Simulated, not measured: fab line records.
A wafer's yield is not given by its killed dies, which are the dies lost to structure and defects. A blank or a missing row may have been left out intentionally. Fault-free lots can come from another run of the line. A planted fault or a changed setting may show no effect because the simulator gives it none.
fab line records	flow sky130
record: lots: 13	wafers: 39	lastDay: 50
route steps=708 shown LI_CONTACT@364 LOCAL_INTERCONNECT@402 CONTACT@410 PAD_OPEN@708
lots with no fault: from the same line, run without faults
startH: the number of hours between the record's first day and the start of the first shown wafer of the lot	waitH: hours from the lot's prior step to this one	" same as the row above	L1.1+2: one row covering several wafers at once	- value missing, or start not given	* or withheld: withheld	< > ~ a bound
route shown NAME@n: a module of which the file shows steps, and the number in the route of the first	usual: mean/standard deviation of fault-free wafers	same: alike in all rows	chamber/n: place in a boat	sites: per-site readings	_std_site: the standard deviation of these	_edge_site: inner sites' mean taken away from outer sites' mean	radiusMm: how far each site lies from the wafer's centre	mask NAME#n: copy n	behind: the tool/chamber that last shaped the wafer	hold: reason for holding the lot/hours on hold/outcome of the hold	device: which transistor (n, p or np) failed to switch	end of line: tests run on the same wafers once the route is complete	for a step that has no rows: nothing shown but its recipe	killed: count of dies lost to structure and defects at first sort (not the wafer's yield)	map: per-die view of a wafer (x killed, . not killed, _ where there is no die)
set.NAME: the setting as run; set.NAME@STEP: as run at that earlier step	model.NAME: the simulator's own value behind a step, which no gauge read
steps of the route over a sample of lots; a table a step, a row a wafer
services: a tool's chamber out of use, with start hour (startH, from the record's first day; less than 0 if before it), hours out, and reason
== steps ==
step: SKY_LI_CONTACT_CMP_02
recipe: material: PSG	downForcePsi: 4	platenRpm: 60	padVelocityMS: 0.94248
usual: edgeZonePressureFrac: 1.001/0.0046	motorCurrentA: 12.3/0.76	timeToEndpointS: 32.7/2.8
lot.wafer	tool	chamber	startH	waitH	edgeZonePressureFrac	motorCurrentA	timeToEndpointS
L606.3	cmp-02	0	639.39	0.0	1.001	12.4	31.8
L606.1	"	1	"	"	0.995	13.1	32.2
L606.2	"	2	"	"	1.008	11.0	31.0
L608.2	cmp-02	0	656.72	0.0	1.002	11.9	29.1
L608.3	"	3	"	"	1.005	11.2	26.3
L608.6	"	1	"	"	1.000	12.9	30.0
L615.2	cmp-01	1	731.91	0.0	0.995	11.8	38.7
L615.1	"	2	"	"	1.001	11.9	37.6
L615.5	"	1	"	"	0.996	13.0	36.7
L613.2	cmp-02	2	732.60	0.0	1.002	11.4	33.4
L613.4	"	3	"	"	1.002	10.9	33.6
L613.1	"	1	"	"	1.007	13.4	34.8
L618.4	cmp-01	3	762.04	0.0	0.996	12.3	33.0
L618.2	"	2	"	"	0.991	11.8	34.7
L618.5	"	0	"	"	0.999	13.1	35.4
L619.3	cmp-01	0	765.24	0.1	1.012	13.0	32.1
L619.4	"	1	"	"	0.999	11.8	36.4
L619.6	"	3	"	"	1.004	11.9	34.3
L620.3	cmp-01	0	768.12	0.4	0.999	12.8	35.4
L620.1	"	3	"	"	0.999	12.9	33.8
L620.6	"	1	"	"	0.991	12.5	37.6
L621.2	cmp-01	1	778.50	0.0	1.010	12.6	35.8
L621.4	"	3	"	"	1.004	13.1	34.8
L621.5	"	2	"	"	0.999	11.8	36.3
L622.2	cmp-01	2	782.73	0.1	1.001	11.6	36.0
L622.6	"	1	"	"	1.002	12.9	36.3
L622.5	"	2	"	"	1.002	11.3	37.8
L624.2	cmp-01	0	785.18	0.1	1.009	12.6	28.0
L624.4	"	1	"	"	0.998	12.7	30.1
L624.5	"	0	"	"	1.005	11.6	27.4
L623.4	cmp-01	0	788.29	0.1	0.998	12.8	30.3
L623.1	"	1	"	"	0.990	13.0	32.1
L623.2	"	2	"	"	0.996	11.5	35.5
L625.1	cmp-02	1	800.94	0.1	1.004	13.8	35.0
L625.2	"	3	"	"	1.009	11.2	33.5
L625.3	"	0	"	"	0.998	12.9	29.4
L627.1	cmp-02	1	810.15	0.1	0.998	12.9	35.1
L627.4	"	0	"	"	1.002	12.6	33.1
L627.5	"	1	"	"	0.998	13.7	32.2
step: SKY_LI_CONTACT_CVD_21
recipe: material: W	targetThkNm: 400	timeS: 120.56	tempC: 400	pressureTorr: 40
usual: heaterPowerOuterW: 488/44	heaterPowerW: 790/62
lot.wafer	tool	chamber	startH	waitH	heaterPowerOuterW	heaterPowerW
L606.1	cvdW-02	1	668.78	0.0	539	854
L606.2	"	0	"	"	530	827
L606.3	"	1	"	"	536	860
L608.2	cvdW-01	1	685.60	0.0	470	760
L608.3	"	1	"	"	462	773
L608.6	"	1	"	"	461	789
L615.1	cvdW-01	0	759.87	0.0	429	724
L615.2	"	1	"	"	472	782
L615.5	"	1	"	"	482	789
L613.1	cvdW-02	1	761.09	0.0	540	871
L613.2	"	0	"	"	545	844
L613.4	"	0	"	"	551	862
L618.2	cvdW-02	0	789.78	0.0	536	839
L618.4	"	1	"	"	543	876
L618.5	"	1	"	"	543	872
L619.3	cvdW-01	1	792.35	0.1	470	789
L619.4	"	0	"	"	447	711
L619.6	"	0	"	"	437	724
L620.1	cvdW-01	1	795.49	0.0	485	745
L620.3	"	0	"	"	450	708
L620.6	"	0	"	"	439	696
L621.2	cvdW-01	1	806.38	0.0	470	784
L621.4	"	1	"	"	457	775
L621.5	"	1	"	"	456	765
L622.2	cvdW-02	0	810.79	0.0	547	840
L622.5	"	0	"	"	544	868
L622.6	"	1	"	"	535	867
L624.2	cvdW-01	1	813.68	0.0	481	764
L624.4	"	1	"	"	476	774
L624.5	"	1	"	"	473	769
L623.1	cvdW-02	1	815.94	0.0	543	859
L623.2	"	0	"	"	527	838
L623.4	"	1	"	"	525	870
L625.1	cvdW-01	0	828.93	0.0	441	724
L625.2	"	1	"	"	481	794
L625.3	"	1	"	"	480	775
L627.1	cvdW-01	1	838.03	0.0	469	776
L627.4	"	0	"	"	431	700
L627.5	"	1	"	"	465	759
step: SKY_LOCAL_INTERCONNECT_STRIP_15
recipe: chemistry: O2/N2	powerW: 1400	pressureMtorr: 1500	platenTempC: withheld	o2FlowSccm: 3000	n2FlowSccm: 300	overashFraction: 0.5
usual: chamberPressureMTorr: 1500.0/1.5	drypumpMotorCurrentA: 5.4/0.55	oesProductAu: 0.427/0.0044	stripTimeToEndpointS: 4.728/0.022
lot.wafer	tool	chamber	startH	waitH	chamberPressureMTorr	drypumpMotorCurrentA	oesProductAu	rfHoursCounterH	stripTimeToEndpointS
L606.1	plasmaAsher-04	0	697.33	0.0	1502.3	5.0	0.424	89	4.745
L606.2	"	1	"	"	1500.9	4.7	0.430	89	4.740
L606.3	"	1	"	"	1500.5	4.7	0.417	-	4.755
L608.2	plasmaAsher-04	1	714.54	0.1	1498.4	4.7	0.424	91	4.721
L608.3	"	0	"	"	1498.9	5.0	0.429	-	4.736
L608.6	"	0	"	"	1499.9	5.0	0.429	-	4.729
L615.1	plasmaAsher-02	1	787.41	0.0	-	-	-	-	-
L615.2	"	0	"	"	-	-	-	-	-
L615.5	"	1	"	"	-	-	-	-	-
L613.1	plasmaAsher-01	0	789.32	0.1	-	-	-	-	-
L613.2	"	1	"	"	-	-	-	-	-
L613.4	"	0	"	"	-	-	-	-	-
L618.2	plasmaAsher-04	0	817.78	0.1	1501.9	5.0	0.429	101	4.696
L618.4	"	1	"	"	1499.4	4.7	0.422	-	4.708
L618.5	"	1	"	"	1499.0	4.7	0.424	-	4.702
L619.3	plasmaAsher-04	0	820.06	0.1	1499.9	5.0	0.428	-	4.689
L619.4	"	1	"	"	1502.4	4.7	0.432	-	4.701
L619.6	"	1	"	"	1498.7	4.7	0.428	-	4.695
L620.1	plasmaAsher-01	0	823.33	0.1	1499.9	5.3	0.413	69	4.727
L620.3	"	1	"	"	1497.4	6.1	0.430	-	4.711
L620.6	"	1	"	"	1498.2	6.1	0.424	-	4.711
L621.2	plasmaAsher-02	0	834.14	0.1	1499.2	5.8	0.422	8	4.697
L621.4	"	1	"	"	1498.9	6.2	0.423	-	4.703
L621.5	"	1	"	"	1502.1	6.2	0.431	-	4.722
L622.2	plasmaAsher-02	1	838.96	0.0	1496.7	6.2	0.432	9	4.737
L622.5	"	1	"	"	1499.6	6.2	0.434	-	4.728
L622.6	"	0	"	"	1505.1	5.8	0.429	-	4.731
L624.2	plasmaAsher-01	0	841.33	0.1	1499.7	5.3	0.433	70	4.727
L624.4	"	1	"	"	1499.5	6.0	0.424	-	4.701
L624.5	"	1	"	"	1499.9	6.0	0.419	-	4.715
L623.1	plasmaAsher-01	1	843.78	0.0	1500.4	6.0	0.429	71	4.698
L623.2	"	0	"	"	1500.8	5.3	0.429	71	4.677
L623.4	"	0	"	"	1500.1	5.3	0.429	-	4.701
L625.1	plasmaAsher-02	1	855.98	0.0	1501.5	6.2	0.425	11	4.723
L625.2	"	0	"	"	1498.8	5.7	0.431	11	4.717
L625.3	"	0	"	"	1503.9	5.8	0.426	-	4.727
L627.1	plasmaAsher-04	0	864.38	0.0	1500.7	5.0	0.420	105	4.729
L627.4	"	1	"	"	1501.4	4.7	0.420	-	4.726
L627.5	"	0	"	"	1499.1	5.0	0.426	-	4.731
step: SKY_CONTACT_CMP_04
recipe: material: SiO2	downForcePsi: 4	platenRpm: 60	padVelocityMS: 0.94248
usual: edgeZonePressureFrac: 1.001/0.0053	motorCurrentA: 12.2/0.62	timeToEndpointS: 83/3.9
lot.wafer	tool	chamber	startH	waitH	edgeZonePressureFrac	motorCurrentA	timeToEndpointS
L606.1	cmp-02	1	698.18	0.1	1.008	12.9	84
L606.3	"	2	"	"	1.008	11.3	80
L606.2	"	0	"	"	0.998	11.7	85
L608.2	cmp-01	2	715.40	0.0	1.002	11.8	93
L608.3	"	1	"	"	1.011	12.8	87
L608.6	"	3	"	"	1.000	12.8	85
L618.2	cmp-01	2	818.64	0.0	1.000	12.4	84
L618.4	"	1	"	"	0.996	12.8	83
L618.5	"	2	"	"	0.999	11.8	84
L619.3	cmp-01	2	820.90	0.1	1.004	12.3	86
L619.4	"	3	"	"	1.001	13.0	80
L619.6	"	2	"	"	1.001	11.6	90
L620.3	cmp-02	1	824.17	0.0	1.007	13.8	80
L620.1	"	0	"	"	0.996	12.0	79
L620.6	"	1	"	"	1.001	13.3	84
L621.2	cmp-01	0	835.07	0.1	0.997	12.6	73
L621.4	"	1	"	"	1.000	12.0	78
L621.5	"	3	"	"	1.003	12.2	79
L622.2	cmp-01	0	840.02	0.2	1.004	12.3	79
L622.5	"	1	"	"	1.004	12.6	85
L622.6	"	2	"	"	1.005	12.0	89
L624.2	cmp-02	2	842.21	0.1	0.999	11.9	85
L624.4	"	3	"	"	0.998	11.3	83
L624.5	"	1	"	"	0.996	12.7	86
L623.1	cmp-01	1	844.75	0.1	0.991	12.5	89
L623.4	"	2	"	"	1.010	11.4	86
L623.2	"	3	"	"	0.997	12.5	80
L625.2	cmp-02	1	856.97	0.2	1.002	12.8	89
L625.1	"	3	"	"	1.007	10.8	89
L625.3	"	0	"	"	0.991	12.5	84
L627.1	cmp-02	2	865.23	0.1	0.998	11.7	87
L627.4	"	1	"	"	1.003	13.8	82
L627.5	"	3	"	"	0.994	11.8	78
step: SKY_PAD_OPEN_PROBE_99
usual: killed_at_M0_to_M3: 44/7	killed_at_M4_up: 3.0/2	killedAtContacts: 24/5.3	killedAtFrontEnd: 15/4	killedAtOther: 0.2/0.41	killedDies: 87/9.1	killedOnRim: 17/3.5	killedOpen: 49/7.3	killedShort: 38/5.9
same: grossDies: 492	killedAtBackSide: 0
lot.wafer	tool	chamber	startH	waitH	killed_at_M0_to_M3	killed_at_M4_up	killedAtContacts	killedAtFrontEnd	killedAtOther	killedDies	killedOnRim	killedOpen	killedShort
L606.1	prober-01	-	1068.95	0.1	40	2	23	10	1	76	16	47	29
L606.2	prober-01	-	1069.00	0.1	43	7	21	13	0	84	15	49	35
L606.3	prober-01	-	1069.05	0.2	53	2	31	18	0	104	22	60	44
L608.2	prober-01	-	1084.27	0.1	38	3	27	18	0	86	15	44	42
L608.3	prober-01	-	1084.32	0.2	35	4	30	14	1	84	12	42	42
L608.6	prober-01	-	1084.47	0.2	34	5	27	10	1	77	17	43	34
L615.1	prober-01	-	1136.97	0.1	39	4	439	10	0	492	96	41	30
L615.2	prober-01	-	1137.02	0.1	45	0	430	16	1	492	96	52	30
L615.5	prober-01	-	1137.17	0.2	39	0	437	16	0	492	96	41	36
L613.1	prober-02	-	1137.97	0.1	39	5	435	13	0	492	96	59	35
L613.2	prober-02	-	1138.02	0.1	39	1	439	13	0	492	96	53	30
L613.4	prober-02	-	1138.12	0.2	46	6	427	13	0	492	96	58	39
L618.2	prober-01	-	1158.10	0.1	43	5	28	23	0	99	13	51	48
L618.4	prober-01	-	1158.20	0.2	60	4	17	15	1	97	16	61	36
L618.5	prober-01	-	1158.25	0.2	53	2	17	17	0	89	18	49	40
L619.3	prober-02	-	1161.38	0.2	43	6	28	15	0	92	13	52	40
L619.4	prober-02	-	1161.43	0.2	39	3	25	12	1	80	20	39	41
L619.6	prober-02	-	1161.53	0.2	50	0	24	16	0	90	18	48	42
L620.1	prober-01	-	1163.79	0.1	41	3	21	12	0	77	19	45	32
L620.3	prober-01	-	1163.89	0.2	50	2	24	10	0	86	22	50	36
L620.6	prober-01	-	1164.04	0.2	49	0	26	10	0	85	13	49	36
L621.2	prober-02	-	1168.67	0.1	54	3	17	18	1	93	19	51	42
L621.4	prober-02	-	1168.77	0.2	48	2	26	17	1	94	16	46	48
L621.5	prober-02	-	1168.82	0.2	39	0	15	13	0	67	13	36	31
L622.2	prober-01	-	1172.35	0.1	49	1	18	18	0	86	11	51	35
L622.5	prober-01	-	1172.50	0.2	45	3	19	14	0	81	17	43	38
L622.6	prober-01	-	1172.55	0.2	43	6	20	17	0	86	14	51	35
L624.2	prober-02	-	1175.35	0.1	44	6	19	12	0	81	11	45	36
L624.4	prober-02	-	1175.45	0.2	47	0	21	17	0	85	19	68	17
L624.5	prober-02	-	1175.50	0.2	37	3	20	14	0	74	13	44	30
L623.1	prober-01	-	1177.29	0.1	45	2	26	18	1	92	15	56	36
L623.2	prober-01	-	1177.34	0.1	50	2	18	15	1	86	18	47	39
L623.4	prober-01	-	1177.44	0.2	41	0	30	14	0	85	24	51	34
L625.1	prober-02	-	1184.14	0.1	52	3	18	20	0	93	18	55	38
L625.2	prober-02	-	1184.19	0.1	47	1	25	14	0	87	15	46	41
L625.3	prober-02	-	1184.24	0.2	48	3	19	12	1	83	16	43	40
L627.1	prober-02	-	1189.51	0.1	41	3	19	14	0	77	17	43	34
L627.4	prober-02	-	1189.66	0.2	49	3	26	13	0	91	14	46	45
L627.5	prober-02	-	1189.71	0.2	48	4	24	19	1	96	16	54	42
killed by level:class
L606.1 CONTACT:geometricParticle:open=10 VIA1:geometricParticle:open=8 LI_CONTACT:geometricParticle:open=6 VIA3:geometricParticle:open=6 POLY_GATE:geometricParticle:short=4 VIA2:geometricParticle:open=4 CONTACT:geometricParticle:short=4 METAL1:geometricParticle:open=4
L606.2 VIA1:geometricParticle:open=11 CONTACT:geometricParticle:open=8 METAL2:geometricParticle:short=7 METAL1:geometricParticle:short=7 LI_CONTACT:geometricParticle:open=6 VIA3:geometricParticle:open=6 VIA2:geometricParticle:open=6 CONTACT:geometricParticle:short=5
L606.3 VIA1:geometricParticle:open=15 LOCAL_INTERCONNECT:geometricParticle:short=12 METAL1:geometricParticle:short=8 POLY_GATE:geometricParticle:open=7 LI_CONTACT:geometricParticle:open=7 VIA3:geometricParticle:open=7 CONTACT:geometricParticle:open=6 METAL2:geometricParticle:short=5
L608.2 CONTACT:geometricParticle:open=8 LI_CONTACT:geometricParticle:open=7 CONTACT:geometricParticle:short=7 VIA3:geometricParticle:open=7 VIA1:geometricParticle:open=6 POLY_GATE:geometricParticle:short=5 METAL2:geometricParticle:short=5 VIA2:geometricParticle:open=5
L608.3 VIA1:geometricParticle:open=11 CONTACT:geometricParticle:open=9 CONTACT:geometricParticle:short=8 LI_CONTACT:geometricParticle:open=5 LI_CONTACT:geometricParticle:short=5 VIA1:geometricParticle:short=5 VIA2:geometricParticle:open=5 METAL2:geometricParticle:short=4
L608.6 VIA1:geometricParticle:open=10 CONTACT:geometricParticle:open=9 LI_CONTACT:geometricParticle:open=8 FIELD_ISO:geometricParticle:open=6 METAL4:geometricParticle:short=5 CONTACT:geometricParticle:short=5 POLY_GATE:geometricParticle:short=4 LOCAL_INTERCONNECT:geometricParticle:short=4
L615.1 CONTACT:areaCvd=421 VIA1:geometricParticle:open=9 VIA3:geometricParticle:open=8 LI_CONTACT:geometricParticle:open=6 CONTACT:geometricParticle:short=5 METAL2:geometricParticle:short=5 VIA2:geometricParticle:open=5 POLY_GATE:geometricParticle:open=4
L615.2 CONTACT:areaCvd=410 VIA1:geometricParticle:open=14 CONTACT:geometricParticle:open=10 VIA2:geometricParticle:open=7 LI_CONTACT:geometricParticle:open=6 FIELD_ISO:geometricParticle:open=5 METAL1:geometricParticle:short=5 VIA1:geometricParticle:short=5
L615.5 CONTACT:areaCvd=415 VIA1:geometricParticle:open=10 CONTACT:geometricParticle:open=10 VIA2:geometricParticle:open=7 FIELD_ISO:geometricParticle:short=6 VIA1:geometricParticle:short=6 METAL2:geometricParticle:short=6 LI_CONTACT:geometricParticle:open=5
L613.1 CONTACT:areaCvd=398 CONTACT:geometricParticle:open=15 LI_CONTACT:geometricParticle:open=12 VIA1:geometricParticle:open=8 VIA3:geometricParticle:open=8 VIA2:geometricParticle:open=6 METAL1:geometricParticle:short=5 METAL4:geometricParticle:short=5
L613.2 CONTACT:areaCvd=409 VIA2:geometricParticle:open=11 CONTACT:geometricParticle:open=9 CONTACT:geometricParticle:short=9 LI_CONTACT:geometricParticle:open=7 VIA1:geometricParticle:open=6 VIA3:geometricParticle:open=6 POLY_GATE:geometricParticle:open=4
L613.4 CONTACT:areaCvd=395 VIA1:geometricParticle:open=14 CONTACT:geometricParticle:open=14 LI_CONTACT:geometricParticle:open=8 VIA3:geometricParticle:open=8 FIELD_ISO:geometricParticle:short=7 VIA2:geometricParticle:open=7 METAL4:geometricParticle:short=6
L618.2 VIA1:geometricParticle:open=10 VIA3:geometricParticle:open=8 METAL2:geometricParticle:short=7 LI_CONTACT:geometricParticle:open=7 LOCAL_INTERCONNECT:geometricParticle:short=7 CONTACT:geometricParticle:open=6 FIELD_ISO:geometricParticle:open=5 FIELD_ISO:geometricParticle:short=5
L618.4 VIA1:geometricParticle:open=14 VIA2:geometricParticle:open=13 VIA3:geometricParticle:open=11 CONTACT:geometricParticle:open=10 METAL2:geometricParticle:short=6 POLY_GATE:geometricParticle:open=5 POLY_GATE:geometricParticle:short=5 VIA1:geometricParticle:short=5
L618.5 VIA2:geometricParticle:open=10 VIA1:geometricParticle:open=9 CONTACT:geometricParticle:open=7 VIA3:geometricParticle:open=7 METAL1:geometricParticle:short=6 VIA1:geometricParticle:short=5 POLY_GATE:geometricParticle:open=4 CONTACT:geometricParticle:short=4
L619.3 CONTACT:geometricParticle:open=13 METAL2:geometricParticle:short=9 VIA3:geometricParticle:open=9 VIA1:geometricParticle:open=8 LOCAL_INTERCONNECT:geometricParticle:short=4 FIELD_ISO:geometricParticle:open=3 FIELD_ISO:geometricParticle:short=3 POLY_GATE:geometricParticle:open=3
L619.4 CONTACT:geometricParticle:open=12 VIA2:geometricParticle:short=6 VIA1:geometricParticle:open=6 VIA3:geometricParticle:open=5 FIELD_ISO:geometricParticle:short=4 LOCAL_INTERCONNECT:geometricParticle:short=4 LI_CONTACT:geometricParticle:open=4 METAL2:geometricParticle:short=4
L619.6 CONTACT:geometricParticle:open=12 VIA1:geometricParticle:open=11 METAL1:geometricParticle:short=8 VIA1:geometricParticle:short=7 POLY_GATE:geometricParticle:open=6 METAL2:geometricParticle:short=6 VIA3:geometricParticle:open=5 CONTACT:geometricParticle:short=4
L620.1 VIA1:geometricParticle:open=12 LOCAL_INTERCONNECT:geometricParticle:short=7 CONTACT:geometricParticle:open=6 POLY_GATE:geometricParticle:short=5 LI_CONTACT:geometricParticle:open=5 VIA1:geometricParticle:short=5 VIA2:geometricParticle:open=5 VIA3:geometricParticle:open=5
L620.3 METAL1:geometricParticle:short=12 CONTACT:geometricParticle:open=9 VIA1:geometricParticle:open=9 VIA2:geometricParticle:open=7 POLY_GATE:geometricParticle:open=5 CONTACT:geometricParticle:short=5 LI_CONTACT:geometricParticle:open=4 METAL1:geometricParticle:open=4
L620.6 VIA1:geometricParticle:open=14 CONTACT:geometricParticle:open=10 VIA3:geometricParticle:open=9 LI_CONTACT:geometricParticle:short=6 METAL2:geometricParticle:short=5 METAL1:geometricParticle:short=5 VIA2:geometricParticle:open=5 POLY_GATE:geometricParticle:short=4
L621.2 VIA1:geometricParticle:open=11 VIA3:geometricParticle:open=9 POLY_GATE:geometricParticle:short=9 METAL2:geometricParticle:short=8 VIA2:geometricParticle:open=8 LI_CONTACT:geometricParticle:open=7 CONTACT:geometricParticle:open=6 METAL1:geometricParticle:short=6
L621.4 VIA1:geometricParticle:open=10 VIA1:geometricParticle:short=8 CONTACT:geometricParticle:open=7 VIA3:geometricParticle:open=7 FIELD_ISO:geometricParticle:short=6 LI_CONTACT:geometricParticle:short=6 LI_CONTACT:geometricParticle:open=6 VIA2:geometricParticle:open=4
L621.5 VIA2:geometricParticle:open=9 VIA3:geometricParticle:open=6 FIELD_ISO:geometricParticle:open=5 CONTACT:geometricParticle:open=5 METAL1:geometricParticle:short=5 CONTACT:geometricParticle:short=4 VIA1:geometricParticle:open=4 FIELD_ISO:geometricParticle:short=3
L622.2 VIA1:geometricParticle:open=12 CONTACT:geometricParticle:open=11 VIA3:geometricParticle:open=7 FIELD_ISO:geometricParticle:open=6 METAL1:geometricParticle:short=6 METAL2:geometricParticle:short=5 LI_CONTACT:geometricParticle:open=4 METAL1:geometricParticle:open=4
L622.5 VIA3:geometricParticle:open=10 CONTACT:geometricParticle:open=8 VIA1:geometricParticle:open=8 METAL2:geometricParticle:short=7 VIA1:geometricParticle:short=5 VIA2:geometricParticle:open=4 FIELD_ISO:geometricParticle:short=3 FIELD_ISO:geometricParticle:open=3
L622.6 VIA3:geometricParticle:open=9 CONTACT:geometricParticle:open=8 VIA2:geometricParticle:open=8 METAL1:geometricParticle:short=5 FIELD_ISO:geometricParticle:short=4 POLY_GATE:geometricParticle:open=4 SPACER:geometricParticle:open=4 VIA1:geometricParticle:short=4
L624.2 VIA1:geometricParticle:open=12 CONTACT:geometricParticle:open=9 METAL2:geometricParticle:short=6 METAL1:geometricParticle:short=6 VIA2:geometricParticle:open=6 CONTACT:geometricParticle:short=5 POLY_GATE:geometricParticle:short=4 POLY_GATE:geometricParticle:open=4
L624.4 VIA1:geometricParticle:open=21 LI_CONTACT:geometricParticle:open=11 CONTACT:geometricParticle:open=9 VIA2:geometricParticle:open=8 FIELD_ISO:geometricParticle:open=5 POLY_GATE:geometricParticle:open=5 FIELD_ISO:geometricParticle:short=4 METAL2:geometricParticle:short=4
L624.5 VIA1:geometricParticle:open=9 CONTACT:geometricParticle:open=9 VIA3:geometricParticle:open=7 FIELD_ISO:geometricParticle:open=5 LI_CONTACT:geometricParticle:open=5 METAL1:geometricParticle:short=5 POLY_GATE:geometricParticle:short=4 VIA1:geometricParticle:short=4
L623.1 LI_CONTACT:geometricParticle:open=11 VIA1:geometricParticle:open=9 CONTACT:geometricParticle:open=9 METAL2:geometricParticle:short=9 FIELD_ISO:geometricParticle:open=6 VIA3:geometricParticle:open=6 METAL1:geometricParticle:short=5 POLY_GATE:geometricParticle:open=5
L623.2 VIA1:geometricParticle:open=11 VIA2:geometricParticle:open=10 CONTACT:geometricParticle:open=8 FIELD_ISO:geometricParticle:short=7 METAL2:geometricParticle:short=6 METAL1:geometricParticle:short=5 METAL2:geometricParticle:open=4 VIA2:geometricParticle:short=4
L623.4 VIA1:geometricParticle:open=12 LI_CONTACT:geometricParticle:open=10 VIA2:geometricParticle:open=8 CONTACT:geometricParticle:short=7 POLY_GATE:geometricParticle:open=6 LI_CONTACT:geometricParticle:short=4 LOCAL_INTERCONNECT:geometricParticle:short=4 CONTACT:geometricParticle:open=4
L625.1 VIA2:geometricParticle:open=12 VIA1:geometricParticle:open=9 VIA3:geometricParticle:open=8 POLY_GATE:geometricParticle:open=7 METAL1:geometricParticle:short=7 FIELD_ISO:geometricParticle:open=6 LI_CONTACT:geometricParticle:open=6 CONTACT:geometricParticle:open=5
L625.2 VIA1:geometricParticle:open=12 CONTACT:geometricParticle:short=10 VIA2:geometricParticle:open=7 CONTACT:geometricParticle:open=6 VIA3:geometricParticle:open=6 METAL2:geometricParticle:short=6 FIELD_ISO:geometricParticle:short=4 LOCAL_INTERCONNECT:geometricParticle:short=4
L625.3 VIA1:geometricParticle:open=12 CONTACT:geometricParticle:open=7 VIA2:geometricParticle:open=7 FIELD_ISO:geometricParticle:short=5 METAL1:geometricParticle:short=5 VIA1:geometricParticle:short=5 METAL2:geometricParticle:short=5 LI_CONTACT:geometricParticle:open=4
L627.1 CONTACT:geometricParticle:open=8 METAL1:geometricParticle:short=7 VIA1:geometricParticle:open=7 VIA3:geometricParticle:open=7 CONTACT:geometricParticle:short=6 VIA2:geometricParticle:open=5 VIA3:geometricParticle:short=5 POLY_GATE:geometricParticle:open=4
L627.4 VIA1:geometricParticle:open=10 METAL1:geometricParticle:short=10 LI_CONTACT:geometricParticle:open=8 CONTACT:geometricParticle:open=8 METAL2:geometricParticle:short=6 CONTACT:geometricParticle:short=5 FIELD_ISO:geometricParticle:open=4 FIELD_ISO:geometricParticle:short=4
L627.5 VIA1:geometricParticle:open=13 CONTACT:geometricParticle:open=10 FIELD_ISO:geometricParticle:open=8 VIA1:geometricParticle:short=8 VIA3:geometricParticle:open=8 CONTACT:geometricParticle:short=6 METAL1:geometricParticle:short=5 LI_CONTACT:geometricParticle:short=4
== services ==
tool	chamber	startH	hours	kind
cmp-02	-	617.34	1.4	repair
plasmaAsher-04	-	628.39	2.8	pm
plasmaAsher-01	-	634.31	2.8	pm
cmp-01	-	637.21	3.4	repair
cmp-01	-	645.79	0.9	repair
cmp-02	-	658.21	1.2	repair
cvdW-01	-	669.87	2.8	pm
cmp-02	-	691.75	0.7	repair
cmp-02	-	715.66	0.9	repair
plasmaAsher-02	-	733.75	9.0	pm
plasmaAsher-02	0	733.75	9.0	ventCycle
plasmaAsher-02	1	733.75	9.0	ventCycle
cmp-01	-	734.15	0.2	repair
plasmaAsher-02	0	742.75	-	clean
cmp-02	-	744.15	4.0	pm
cmp-02	-	748.15	-	consumableReplace:conditioner
cmp-02	-	748.15	-	consumableReplace:pad
cmp-02	-	751.64	20.9	repair
cmp-02	-	772.57	22.0	pm
plasmaAsher-02	-	781.15	2.8	pm
cvdW-02	-	790.64	6.9	pm
plasmaAsher-02	-	853.60	1.0	repair
cmp-01	-	853.68	3.3	pm
cmp-01	-	860.65	6.3	pm
== key ==
firstSign: step: SKY_LOCAL_INTERCONNECT_STRIP_15	reading: toolRecord	direction: missing
effect: step: SKY_PAD_OPEN_PROBE_99	reading: killedAtContacts	direction: up	sigmas: 77	usual: 24	struck: 434
moreKillsBornAt: SKY_CONTACT_CVD_00@pecvd-02: 1246	SKY_CONTACT_CVD_00@pecvd-03: 1202
metAt SKY_LOCAL_INTERCONNECT_STRIP_15
struckLots L613,L615
laterRowsLeftOut L613.1,L613.2,L613.4,L615.1,L615.2,L615.5
testerLeftOut L613,L615
notActingAt SKY_LI_CONTACT_CMP_02,SKY_LI_CONTACT_CVD_21,SKY_CONTACT_CMP_04
fault: kind: skippedStepWhole	tool: plasmaAsher-01,plasmaAsher-02	chamber: -	onsetH: 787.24	steps: SKY_LOCAL_INTERCONNECT_STRIP_15	scope: struckLotsOnly
testerLeftOut: of these lots the tester's yield and bins aren't shown, on N5 and GAA mostly nor the transistor test; their killed dies are dies lost to structure and defects alone, not to doping, threshold or leakage, so they don't give the yield
laterRowsLeftOut: the simulator's readings of these wafers behind a module that went badly wrong aren't trusted and aren't shown, but for the sort
